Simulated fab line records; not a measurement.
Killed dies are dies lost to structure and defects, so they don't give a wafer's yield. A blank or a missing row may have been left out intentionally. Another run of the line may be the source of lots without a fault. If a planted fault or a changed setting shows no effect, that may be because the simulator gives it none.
What tool caused it? | flow gf180mcu | 6 lots with 18 wafers sampled at 2 steps, on a route of 602 steps

WHAT THE GAUGES SHOWED, per wafer
GF_HV_LDD_TW_MEAS_11.
lot  | measured     | on           | HV_LDD_TW
L682 | day 10 05:23 | filmMetro-01 | 2394 2403 2399
L685 | day 11 03:26 | filmMetro-04 | 2406 2404 2404
L687 | day 11 20:32 | filmMetro-04 | 2398 2385 2409
L694 | day 14 08:56 | filmMetro-01 | 2405 2382 2403
L702 | day 16 20:11 | filmMetro-01 | 2406 2398 2398
L703 | day 17 01:05 | filmMetro-04 | 2426 2404 2406

TOOL THAT RAN EACH LOT (tool first, then ch and the chambers of the sampled wafers, then the start)
lot  | GF_HV_LDD_STRIP_10
L682 | plasmaAsher-03 ch 0,1, day 10 05:17
L685 | plasmaAsher-04 ch 0,1, day 11 03:20
L687 | plasmaAsher-01 ch 0,1, day 11 20:26
L694 | plasmaAsher-01 ch 0,1, day 14 08:48
L702 | plasmaAsher-01 ch 0, day 16 20:05
L703 | plasmaAsher-01 ch 0,1, day 17 00:58
- GF_HV_LDD_STRIP_10: strips in O2/N2.

THE ANSWER, worked out from the rows above alone
Rule: the lots themselves supply what counts as usual. The widest of any qualifying gaps counts: lots, ordered by their means at a reading, are off when they make up no more than a third of the lots, leave a main group of 4 or more, and stand apart from it by 3 or more times the standard deviation of that group's means. If all means in a main group match to the digits the tables above print for the reading, that group is not used. Also off: a lot with no number at a reading for which 4 or more lots have one. Where the step has rows for the other lots, those lots are counted as sound.
Nothing can be told from this: no lot is off at any reading shown.

WHAT THE SIMULATOR HAD INSERTED
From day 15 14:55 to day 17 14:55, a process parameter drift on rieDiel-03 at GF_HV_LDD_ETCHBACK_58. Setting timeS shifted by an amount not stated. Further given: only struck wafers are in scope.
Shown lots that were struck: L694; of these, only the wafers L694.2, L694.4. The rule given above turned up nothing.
